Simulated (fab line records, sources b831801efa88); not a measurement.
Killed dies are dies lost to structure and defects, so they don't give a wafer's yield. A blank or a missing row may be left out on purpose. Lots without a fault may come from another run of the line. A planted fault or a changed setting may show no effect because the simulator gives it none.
One fault seen from 2 desks | flow gf180mcu | each desk has only its own numbers; what lay behind them comes last

THE METROLOGY DESK
What the gauges read, lot by lot, whatever tool the lot ran on: means of the sampled wafers that have a number. A lot is out of limits, marked OUT, if its mean lies more than 4 standard deviations from the usual mean; the brackets give that distance.
Columns: A = cd_nm at GF_V5_CD_MEAS_14, usual 260.3 nm; B = V5_OVL at GF_V5_OVL_MEAS_15, usual -1 nm
lot  | first seen here | A     | B
L130 | day 27 00:52    | 258.2 | -5
L132 | day 27 21:53    | 260.8 | 6
L134 | day 28 08:45    | 260.8 | -1
L136 | day 29 03:11    | 260.9 | -0
L146 | day 31 21:16    | 259.5 | -7
L153 | day 33 10:51    | 261.3 | 1
This desk's finding: nothing out of limits on any of the 6 lots.

THE TOOL OWNER'S DESK: pvd_sputter-04
The tool's own readings at GF_V5_SPUTTER_21 (material Ti, target thk 15 nm, time 80.02 s): means of the sampled wafers that have a number, for each lot that ran on this tool. A lot is out of limits, marked OUT, if its mean lies more than 4 standard deviations from the usual mean; the brackets give that distance.
Columns: A = cathode_dc_power_W at GF_V5_SPUTTER_21, usual 2500.0 W; B = chamber_pressure_pa at GF_V5_SPUTTER_21, usual 5.001 Pa; C = throttle_valve_pct at GF_V5_SPUTTER_21, usual 29.9 %
lot  | first seen here | A                        | B     | C
L132 | day 27 22:47    | 2499.9                   | 5.003 | 30.9
L134 | day 28 09:34    | 1967.9 (-99 or more) OUT | 4.999 | 28.5
L136 | day 29 04:01    | 1967.1 (-99 or more) OUT | 4.996 | 29.4
This desk's finding: out of limits on L134, L136; first on L134, day 28 09:34 (cathode_dc_power_W at GF_V5_SPUTTER_21). In limits: L132.

PUT TOGETHER
The tool owner's desk could have raised an alarm at day 28 09:34, on L134, L136.
The metrology desk saw nothing out of limits.
The metrology desk has L134, L136 on record, within its limits.
Of the lots named, all ran GF_V5_SPUTTER_21 on pvd_sputter-04.

WHAT THE SIMULATOR HAD PUT IN
Process parameter drift: pvd_sputter-04, from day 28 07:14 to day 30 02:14, at GF_V5_SPUTTER_21. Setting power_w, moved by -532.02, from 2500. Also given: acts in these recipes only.
Lots struck among those shown: L134, L136.
Hours from the fault's start to each desk's first reading out of limits: the tool owner's desk, 2.
